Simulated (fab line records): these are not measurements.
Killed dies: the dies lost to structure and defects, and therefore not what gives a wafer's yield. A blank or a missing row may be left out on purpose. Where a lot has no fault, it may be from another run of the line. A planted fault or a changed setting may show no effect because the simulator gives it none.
Which tool did it? + flow gf180mcu + 14 lots with 42 wafers sampled at 5 steps, on a route of 602 steps

WHAT EACH GAUGE READ, for each wafer
GF_DNWELL_TW_MEAS_09.
| lot  | measured    | on            | DNWELL_TW      |
|------|-------------|---------------|----------------|
| L736 | day 2 19:58 | film_metro-04 | 1354 1363 1359 |
| L737 | day 3 00:11 | film_metro-04 | 1363 1353 1358 |
| L738 | day 3 05:58 | film_metro-03 | 1358 1349 1348 |
| L739 | day 3 13:32 | film_metro-02 | 1325 1331 1329 |
| L742 | day 4 02:34 | film_metro-04 | 1350 1346 1343 |
| L744 | day 4 14:03 | film_metro-02 | 1341 1339 1338 |
| L745 | day 4 18:52 | film_metro-02 | 1343 1347 1350 |
| L747 | day 5 04:53 | film_metro-04 | 1349 1351 1351 |
| L749 | day 5 14:48 | film_metro-04 | 1354 1359 1368 |
| L751 | day 6 02:23 | film_metro-04 | 1577 1579 1580 |
| L755 | day 6 23:17 | film_metro-04 | 1363 1353 1373 |
| L756 | day 7 04:19 | film_metro-02 | 1554 1551 1546 |
| L757 | day 7 10:40 | film_metro-02 | 1340 1343 1339 |
| L758 | day 7 14:35 | film_metro-02 | 1340 1331 1342 |

GF_M2_CD_MEAS_14: the cd target is 280 nm.
| lot  | measured     | on        | cd_nm (nm)        |
|------|--------------|-----------|-------------------|
| L736 | day 19 09:47 | cd_sem-02 | 279.9 279.6 277.8 |
| L737 | day 19 20:31 | cd_sem-02 | 280.1 279.4 281.1 |
| L738 | day 20 00:57 | cd_sem-02 | 279.0 279.3 279.0 |
| L739 | day 20 16:11 | cd_sem-01 | 278.8 279.3 280.1 |
| L742 | day 21 13:16 | cd_sem-02 | 281.7 279.9 280.2 |
| L744 | day 22 09:00 | cd_sem-02 | 280.5 279.6 280.2 |
| L745 | day 22 11:28 | cd_sem-01 | 281.3 281.0 281.4 |
| L747 | day 23 06:19 | cd_sem-02 | 279.3 279.8 278.8 |
| L749 | day 24 00:08 | cd_sem-01 | 282.0 281.2 279.6 |
| L751 | day 24 11:08 | cd_sem-02 | 279.8 278.9 280.4 |
| L755 | day 25 21:05 | cd_sem-02 | 279.5 279.5 278.9 |
| L756 | day 26 03:06 | cd_sem-02 | 280.1 279.6 279.3 |
| L757 | day 26 09:46 | cd_sem-01 | 278.2 278.6 278.2 |
| L758 | day 26 18:07 | cd_sem-01 | 279.2 280.1 279.3 |

GF_M2_OVL_MEAS_15.
| lot  | measured     | on         | M2_OVL (nm) |
|------|--------------|------------|-------------|
| L736 | day 19 09:54 | overlay-01 | 3 5 1       |
| L737 | day 19 20:37 | overlay-01 | 9 5 14      |
| L738 | day 20 01:03 | overlay-01 | 8 4 5       |
| L739 | day 20 16:19 | overlay-01 | -1 0 -2     |
| L742 | day 21 13:22 | overlay-01 | -3 -3 -7    |
| L744 | day 22 09:05 | overlay-01 | 5 6 4       |
| L745 | day 22 11:34 | overlay-01 | -7 -3 -9    |
| L747 | day 23 06:25 | overlay-01 | -5 -1 -2    |
| L749 | day 24 00:15 | overlay-01 | -2 -3 -9    |
| L751 | day 24 11:15 | overlay-01 | 3 -1 -3     |
| L755 | day 25 21:10 | overlay-01 | 7 4 -2      |
| L756 | day 26 03:13 | overlay-01 | 8 9 -1      |
| L757 | day 26 09:52 | overlay-01 | 2 3 -1      |
| L758 | day 26 18:14 | overlay-02 | 0 0 -2      |

TOOL THAT RAN EACH LOT (tool first, then ch and the chambers of the sampled wafers, then the start)
| lot  | GF_DNWELL_IMPLANT_07           | GF_SALICIDE_RTA_08               |
|------|--------------------------------|----------------------------------|
| L736 | implanter-02 ch 0, day 2 19:43 | rtp_anneal-02 ch 0, day 15 07:52 |
| L737 | implanter-04 ch 0, day 2 23:58 | rtp_anneal-02 ch 0, day 15 17:58 |
| L738 | implanter-03 ch 0, day 3 05:44 | rtp_anneal-02 ch 0, day 15 20:52 |
| L739 | implanter-04 ch 0, day 3 13:17 | rtp_anneal-01 ch 0, day 16 11:45 |
| L742 | implanter-02 ch 0, day 4 02:21 | rtp_anneal-02 ch 0, day 17 04:44 |
| L744 | implanter-02 ch 0, day 4 13:50 | rtp_anneal-01 ch 0, day 18 03:05 |
| L745 | implanter-04 ch 0, day 4 18:38 | rtp_anneal-01 ch 0, day 18 07:05 |
| L747 | implanter-02 ch 0, day 5 04:40 | rtp_anneal-02 ch 0, day 19 02:59 |
| L749 | implanter-02 ch 0, day 5 14:33 | rtp_anneal-02 ch 0, day 19 21:18 |
| L751 | implanter-04 ch 0, day 6 02:08 | rtp_anneal-01 ch 0, day 20 09:11 |
| L755 | implanter-02 ch 0, day 6 23:05 | rtp_anneal-01 ch 0, day 21 23:34 |
| L756 | implanter-04 ch 0, day 7 04:04 | rtp_anneal-01 ch 0, day 22 04:54 |
| L757 | implanter-03 ch 0, day 7 10:27 | rtp_anneal-01 ch 0, day 22 12:04 |
| L758 | implanter-03 ch 0, day 7 14:22 | rtp_anneal-02 ch 0, day 22 21:38 |
- GF_DNWELL_IMPLANT_07
- GF_SALICIDE_RTA_08: time 30 s.

AS READ BY THE TOOLS THEMSELVES (means over the sampled wafers that have a number; for cases with no such wafer, the mark the record gives instead)
GF_DNWELL_IMPLANT_07.
| lot  | tool         | dose_ions_cm2 | faraday_current_uA |
|------|--------------|---------------|--------------------|
| L736 | implanter-02 | 1.0002e+13    | 55.7               |
| L737 | implanter-04 | 1.0013e+13    | 56.4               |
| L738 | implanter-03 | 9.9957e+12    | 57.7               |
| L739 | implanter-04 | 9.9907e+12    | 56.0               |
| L742 | implanter-02 | 9.9997e+12    | 57.0               |
| L744 | implanter-02 | 9.9927e+12    | 56.8               |
| L745 | implanter-04 | 1.0013e+13    | 57.4               |
| L747 | implanter-02 | 9.9773e+12    | 55.9               |
| L749 | implanter-02 | 1.0002e+13    | 56.4               |
| L751 | implanter-04 | 1.5622e+13    | 88.7               |
| L755 | implanter-02 | 9.9977e+12    | 56.8               |
| L756 | implanter-04 | 1.5597e+13    | 88.4               |
| L757 | implanter-03 | 1.0000e+13    | 56.7               |
| L758 | implanter-03 | 1.0020e+13    | 56.3               |

GF_SALICIDE_RTA_08.
| lot  | tool          | lamp_power_pct (%) | wafer_temp_C_max |
|------|---------------|--------------------|------------------|
| L736 | rtp_anneal-02 | 15.1               | 802.7            |
| L737 | rtp_anneal-02 | 15.1               | 802.8            |
| L738 | rtp_anneal-02 | 15.1               | 803.1            |
| L739 | rtp_anneal-01 | 13.1               | 804.1            |
| L742 | rtp_anneal-02 | 15.1               | 803.2            |
| L744 | rtp_anneal-01 | 13.1               | 802.9            |
| L745 | rtp_anneal-01 | 13.1               | 803.6            |
| L747 | rtp_anneal-02 | 15.1               | 803.2            |
| L749 | rtp_anneal-02 | 15.1               | 803.0            |
| L751 | rtp_anneal-01 | 13.1               | 803.8            |
| L755 | rtp_anneal-01 | 13.1               | 803.0            |
| L756 | rtp_anneal-01 | 13.1               | 803.3            |
| L757 | rtp_anneal-01 | 13.1               | 803.5            |
| L758 | rtp_anneal-02 | 15.1               | 802.6            |

THE ANSWER, worked out from the rows above alone
Rule: what is usual is taken from the lots themselves. Put in order of their means at a reading, lots are off if they are a third of the lots or fewer, leave a main group of 4 or more, and stand apart from it by a gap of 3 or more times the standard deviation of the main group's means; of several such gaps the widest counts. A main group is skipped when, at the precision printed for the reading in the tables above, its means are all equal. Also off: a lot with no number at a reading for which 4 or more lots have one. Any other lot the step has rows for is counted as sound. Order of review: gauges by route order, followed by the tools' own readings, for which a lot's mean as printed above is used. At the first step where some lot is off, the reading lying furthest off is the one used; lots without a number count as furthest.
Off: L751, L756, seen at GF_DNWELL_TW_MEAS_09 (DNWELL_TW). Main group: mean 1348, sd 10.
A tool fits if, at a process step before that reading, it ran every lot that is off, and no sound lot after the first of them. Not tried: the gauges at GF_DNWELL_TW_MEAS_09; whatever is off there is also off at GF_DNWELL_IMPLANT_07, on other tools, and gauge error can't account for it. One fits: GF_DNWELL_IMPLANT_07 on implanter-04. Its last sound lot is L745 (day 4 18:38), its first lot that is off L751 (day 6 02:08): a fault that began between those two fits.
The tool's own readings at GF_DNWELL_IMPLANT_07 bear it out: on the lots that are off they differ by more than 5 times the standard deviation of the sound lots' means. dose_ions_cm2 reads 1.5610e+13 there against 1.0000e+13 on the sound lots; faraday_current_uA reads 88.6 there against 56.6 on the sound lots.

WHAT WAS PUT IN BY THE SIMULATOR
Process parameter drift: implanter-04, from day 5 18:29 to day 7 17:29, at GF_DNWELL_IMPLANT_07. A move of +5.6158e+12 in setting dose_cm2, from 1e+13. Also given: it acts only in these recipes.
Struck lots among those shown: L751, L756. The rule above reached the same finding.
